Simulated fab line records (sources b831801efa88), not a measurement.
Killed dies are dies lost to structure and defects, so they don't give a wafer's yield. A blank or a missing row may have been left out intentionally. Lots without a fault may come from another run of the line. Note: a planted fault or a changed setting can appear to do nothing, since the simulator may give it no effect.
Which tool did it? / flow sky130 / 11 lots with 31 wafers sampled at 3 steps, on a route of 708 steps

## WHAT EACH GAUGE READ, for each wafer
SKY_VIA3_THK_MEAS_01.
lot=L857; measured=day 38 12:13; on=film metro-01; VIA3_HDPCVD_THK (nm)=1651 1622 1654
lot=L858; measured=day 39 03:25; on=film metro-01; VIA3_HDPCVD_THK (nm)=1626 1641 1628
lot=L859; measured=day 39 01:14; on=film metro-03; VIA3_HDPCVD_THK (nm)=1621 1622 1652
lot=L860; measured=day 39 13:38; on=film metro-04; VIA3_HDPCVD_THK (nm)=1656 1643 1642
lot=L861; measured=day 39 18:10; on=film metro-04; VIA3_HDPCVD_THK (nm)=1628 1662 1666
lot=L862; measured=day 40 10:28; on=film metro-03; VIA3_HDPCVD_THK (nm)=1604 1607 1612
lot=L863; measured=day 40 15:02; on=film metro-03; VIA3_HDPCVD_THK (nm)=1624 1634 1633
lot=L866; measured=day 41 11:37; on=film metro-03; VIA3_HDPCVD_THK (nm)=2140 1638 2140 1639
lot=L871; measured=day 42 19:20; on=film metro-01; VIA3_HDPCVD_THK (nm)=2109 1643 2109 1642
lot=L875; measured=day 43 21:04; on=film metro-03; VIA3_HDPCVD_THK (nm)=1637 1606 1650
lot=L880; measured=day 45 01:40; on=film metro-03; VIA3_HDPCVD_THK (nm)=1633 1652 1634

## EACH LOT AND THE TOOL THAT RAN IT (in order: tool; ch and the chambers of the sampled wafers; start)
lot=L857; SKY_LDD_HVN_STRIP_09=plasma asher-01 ch 0,1, day 20 06:44; SKY_VIA3_HDPCVD_00=hdpcvd-02 ch 0,1, day 38 12:01
lot=L858; SKY_LDD_HVN_STRIP_09=plasma asher-02 ch 0,1, day 20 18:40; SKY_VIA3_HDPCVD_00=hdpcvd-01 ch 0,1,2, day 39 03:15
lot=L859; SKY_LDD_HVN_STRIP_09=plasma asher-01 ch 0,1, day 20 18:53; SKY_VIA3_HDPCVD_00=hdpcvd-01 ch 1,2, day 39 01:04
lot=L860; SKY_LDD_HVN_STRIP_09=plasma asher-04 ch 0, day 21 11:19; SKY_VIA3_HDPCVD_00=hdpcvd-02 ch 0,1, day 39 13:28
lot=L861; SKY_LDD_HVN_STRIP_09=plasma asher-01 ch 0,1, day 21 17:14; SKY_VIA3_HDPCVD_00=hdpcvd-02 ch 0,1, day 39 17:59
lot=L862; SKY_LDD_HVN_STRIP_09=plasma asher-01 ch 0,1, day 22 14:47; SKY_VIA3_HDPCVD_00=hdpcvd-01 ch 1,2, day 40 10:17
lot=L863; SKY_LDD_HVN_STRIP_09=plasma asher-02 ch 0,1, day 22 17:17; SKY_VIA3_HDPCVD_00=hdpcvd-02 ch 0,1, day 40 14:52
lot=L866; SKY_LDD_HVN_STRIP_09=plasma asher-01 ch 0,1, day 23 18:43; SKY_VIA3_HDPCVD_00=hdpcvd-02 ch 0, day 41 11:26
lot=L871; SKY_LDD_HVN_STRIP_09=plasma asher-04 ch 0,1, day 25 11:40; SKY_VIA3_HDPCVD_00=hdpcvd-02 ch 1,2, day 42 19:13
lot=L875; SKY_LDD_HVN_STRIP_09=plasma asher-02 ch 0,1, day 26 19:11; SKY_VIA3_HDPCVD_00=hdpcvd-01 ch 0,1, day 43 20:49
lot=L880; SKY_LDD_HVN_STRIP_09=plasma asher-02 ch 0,1, day 28 10:22; SKY_VIA3_HDPCVD_00=hdpcvd-01 ch 0,1, day 45 01:25
- SKY_LDD_HVN_STRIP_09: strips in O2/N2.
- SKY_VIA3_HDPCVD_00: deposits SiO2, target thk 1635 nm, time 272.5 s.

## THE ANSWER, worked out from the rows above alone
Rule: what is usual is taken from the lots themselves. Put in order of their means at a reading, lots are off if they are a third of the lots or fewer, leave a main group of 4 or more, and stand apart from it by a gap of 3 or more times the standard deviation of the main group's means; of several such gaps the widest counts. The tables above print the reading to a certain number of digits; a main group whose means all agree to those digits is not used. Also off: a lot with no number at a reading for which 4 or more lots have one. Where the step has rows for the other lots, those lots are counted as sound.
Off: L866, L871, seen at SKY_VIA3_THK_MEAS_01 (VIA3_HDPCVD_THK). For the main group the mean is 1635 nm and the standard deviation 12.
If a tool, at a process step before that reading, ran all the lots that are off and no sound lot after the first of them, it fits. Those tools and the gauges at SKY_VIA3_THK_MEAS_01 are tried in the same way. One fits: SKY_VIA3_HDPCVD_00 on hdpcvd-02. Its last sound lot is L863 (day 40 14:52), its first lot that is off L866 (day 41 11:26): a fault that began between those two fits.

## WHAT HAD BEEN PUT IN BY THE SIMULATOR
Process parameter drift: hdpcvd-02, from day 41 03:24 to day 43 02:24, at SKY_VIA3_HDPCVD_00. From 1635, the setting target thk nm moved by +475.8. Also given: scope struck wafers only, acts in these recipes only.
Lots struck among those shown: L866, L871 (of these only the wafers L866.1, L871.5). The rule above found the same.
